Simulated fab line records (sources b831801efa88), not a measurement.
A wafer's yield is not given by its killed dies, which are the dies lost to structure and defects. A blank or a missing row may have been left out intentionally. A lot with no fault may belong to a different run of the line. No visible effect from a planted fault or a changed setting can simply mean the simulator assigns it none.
Matching of chambers    flow sky130    4 sister chambers for SKY_VIA2_ETCH_14 on rie diel-01
The step etches BARC in N2/H2, stops on SiO2, time 45.9 s, target depth 60 nm. 4 wafers are shown with their chamber, then 8 later ones without.

## WAFERS, EACH WITH ITS CHAMBER
wafer   chamber  drypump motor current A (A)
L080.5  3        5.9
L092.2  0        6.2
L092.4  2        5.9
L095.2  1        5.6

## WAFERS MISSING THEIR CHAMBER
wafer   drypump motor current A (A)
L095.4  5.9
L095.5  6.2
L096.3  6.1
L096.4  6.0
L096.6  6.1
L097.2  6.0
L097.4  6.0
L097.5  6.1

## WHICH CHAMBER EACH WENT THROUGH
wafer   from the rows above           in truth
L095.4  can't be placed: 2 or 3       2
L095.5  0                             0
L096.3  can't be placed: 0 or 2 or 3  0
L096.4  can't be placed: 2 or 3 or 0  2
L096.6  can't be placed: 0 or 2 or 3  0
L097.2  can't be placed: 2 or 3 or 0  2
L097.4  can't be placed: 2 or 3 or 0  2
L097.5  can't be placed: 0 or 2 or 3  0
Correct placement for 1 of the 8. Not placeable from these rows: 7 (in 7, the candidates include the true chamber). Wrongly placed: 0.
How it was worked out, from the rows above alone: a wafer's distance from a chamber is the root of the sum, over the readings, of the square of ((its reading less the chamber's mean) divided by the reading's scatter). The wafer belongs to the nearest chamber; if the next one is less than 2 further off, it can't be placed. Each chamber's mean is taken over the wafers shown for it. The scatter: root of mean squared gap, hidden wafer to nearest shown wafer, with one shown wafer a chamber.
